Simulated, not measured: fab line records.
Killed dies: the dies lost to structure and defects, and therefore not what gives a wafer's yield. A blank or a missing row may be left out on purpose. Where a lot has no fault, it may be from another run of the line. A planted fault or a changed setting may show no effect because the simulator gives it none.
Which tool did it?    flow sky130    12 lots with 36 wafers sampled at 5 steps, on a route of 708 steps

== WHAT EACH GAUGE READ, for each wafer ==
SKY_LI_CONTACT_BOW_MEAS_03.
lot   measured      on             LI_CONTACT_BOW (um)
L577  day 27 20:51  film-metro-04  52 52 59
L580  day 29 08:34  film-metro-04  59 51 73
L583  day 30 01:26  film-metro-02  54 55 65
L585  day 31 00:16  film-metro-01  53 57 62
L586  day 31 00:35  film-metro-04  65 48 59
L587  day 31 20:34  film-metro-02  57 64 64
L589  day 32 03:39  film-metro-04  52 67 56
L590  day 32 14:11  film-metro-02  60 51 55
L597  day 34 05:07  film-metro-04  53 57 50
L598  day 34 15:07  film-metro-04  63 53 50
L599  day 34 16:13  film-metro-01  51 52 50
L600  day 35 02:35  film-metro-02  52 54 65

SKY_METAL2_CD_MEAS_15 targets a cd of 140 nm.
lot   measured      on         cd-nm (nm)
L577  day 34 23:26  cd-sem-02  140.4 141.0 139.9
L580  day 36 08:08  cd-sem-01  141.3 141.1 139.6
L583  day 36 23:32  cd-sem-02  137.1 136.8 137.5
L585  day 37 20:16  cd-sem-02  140.9 140.5 141.8
L586  day 37 21:50  cd-sem-02  141.4 143.4 141.8
L587  day 38 16:39  cd-sem-02  139.6 138.6 139.3
L589  day 38 22:41  cd-sem-02  122.5 140.8 142.1
L590  day 39 08:39  cd-sem-02  118.2 137.4 139.1
L597  day 40 21:37  cd-sem-01  143.4 142.4 141.9
L598  day 41 05:14  cd-sem-01  139.9 140.8 142.3
L599  day 41 07:09  cd-sem-01  142.9 140.7 141.8
L600  day 41 17:17  cd-sem-02  139.8 139.2 143.1

SKY_METAL2_OVL_MEAS_16.
lot   measured      on          METAL2_OVL (nm)
L577  day 34 23:33  overlay-01  -5 -13 -7
L580  day 36 08:16  overlay-01  -11 -4 -4
L583  day 36 23:40  overlay-02  0 3 -5
L585  day 37 20:22  overlay-02  -1 -11 -11
L586  day 37 21:55  overlay-02  -5 0 1
L587  day 38 16:44  overlay-02  8 -1 9
L589  day 38 22:47  overlay-01  -10 -10 -10
L590  day 39 08:45  overlay-02  2 -6 -7
L597  day 40 21:44  overlay-02  0 2 -2
L598  day 41 05:22  overlay-01  -1 6 -3
L599  day 41 07:15  overlay-02  -6 -8 4
L600  day 41 17:25  overlay-02  -10 -14 -10

== WHAT TOOL EACH LOT RAN ON (gives the tool, then ch and the chambers of the sampled wafers, and finally the start) ==
lot   SKY_METAL1_SPUTTER_03         SKY_METAL2_EXPOSE_12
L577  pvd-sputter-03, day 31 14:14  krf-scanner-02 ch 0, day 34 10:42
L580  pvd-sputter-04, day 32 23:30  krf-scanner-01 ch 0, day 35 19:26
L583  pvd-sputter-04, day 33 15:56  krf-scanner-02 ch 0, day 36 11:08
L585  pvd-sputter-04, day 34 12:37  krf-scanner-01 ch 0, day 37 07:21
L586  pvd-sputter-01, day 34 12:56  krf-scanner-01 ch 0, day 37 08:50
L587  pvd-sputter-04, day 35 08:31  krf-scanner-02 ch 0, day 38 04:45
L589  pvd-sputter-04, day 35 14:56  krf-scanner-01 ch 0, day 38 10:56
L590  pvd-sputter-01, day 36 00:43  krf-scanner-01 ch 0, day 38 19:20
L597  pvd-sputter-04, day 37 15:52  krf-scanner-02 ch 0, day 40 09:38
L598  pvd-sputter-01, day 37 23:58  krf-scanner-02 ch 0, day 40 17:04
L599  pvd-sputter-03, day 38 01:07  krf-scanner-02 ch 0, day 40 18:41
L600  pvd-sputter-04, day 38 13:08  krf-scanner-02 ch 0, day 41 05:59
- SKY_METAL1_SPUTTER_03: material Ti, target thk 5 nm, time 3.3 s.
- SKY_METAL2_EXPOSE_12: exposes mask MM2, target cd 140 nm.

== AS READ BY THE TOOLS THEMSELVES (means over the sampled wafers that have a number; for cases with no such wafer, the mark the record gives instead) ==
SKY_METAL1_SPUTTER_03.
lot   tool            cathode-dc-power-W (W)  throttle-valve-pct (%)
L577  pvd-sputter-03  3000.5                  30.2
L580  pvd-sputter-04  3000.3                  28.6
L583  pvd-sputter-04  3001.0                  29.6
L585  pvd-sputter-04  3000.5                  28.6
L586  pvd-sputter-01  3000.5                  29.8
L587  pvd-sputter-04  3000.1                  29.6
L589  pvd-sputter-04  2999.4                  28.4
L590  pvd-sputter-01  3000.3                  30.4
L597  pvd-sputter-04  2999.5                  29.7
L598  pvd-sputter-01  3000.7                  29.9
L599  pvd-sputter-03  2999.5                  30.9
L600  pvd-sputter-04  2999.7                  28.9

SKY_METAL2_EXPOSE_12.
lot   tool            stage-vel-mm-s (mm/s)
L577  krf-scanner-02  500.30
L580  krf-scanner-01  500.30
L583  krf-scanner-02  499.87
L585  krf-scanner-01  499.87
L586  krf-scanner-01  500.27
L587  krf-scanner-02  500.26
L589  krf-scanner-01  499.93
L590  krf-scanner-01  499.82
L597  krf-scanner-02  499.64
L598  krf-scanner-02  499.91
L599  krf-scanner-02  499.88
L600  krf-scanner-02  500.00

== THE ANSWER, worked out from the rows above alone ==
Rule: what is usual is taken from the lots themselves. The widest of any qualifying gaps counts: lots, ordered by their means at a reading, are off when they make up no more than a third of the lots, leave a main group of 4 or more, and stand apart from it by 3 or more times the standard deviation of that group's means. If all means in a main group match to the digits the tables above print for the reading, that group is not used. A lot without any number at a reading at which 4 lots or more have one is off too. Any other lot the step has rows for is counted as sound. The gauges are gone through in route order, then the tools' own readings, and for those a lot's mean is taken as printed above. The first step at which some lot is off is used, and at that step the reading that is off furthest; a lot without a number counts as furthest.
None of the lots is off at any reading shown; this tells nothing.

== WHAT WAS PUT IN BY THE SIMULATOR ==
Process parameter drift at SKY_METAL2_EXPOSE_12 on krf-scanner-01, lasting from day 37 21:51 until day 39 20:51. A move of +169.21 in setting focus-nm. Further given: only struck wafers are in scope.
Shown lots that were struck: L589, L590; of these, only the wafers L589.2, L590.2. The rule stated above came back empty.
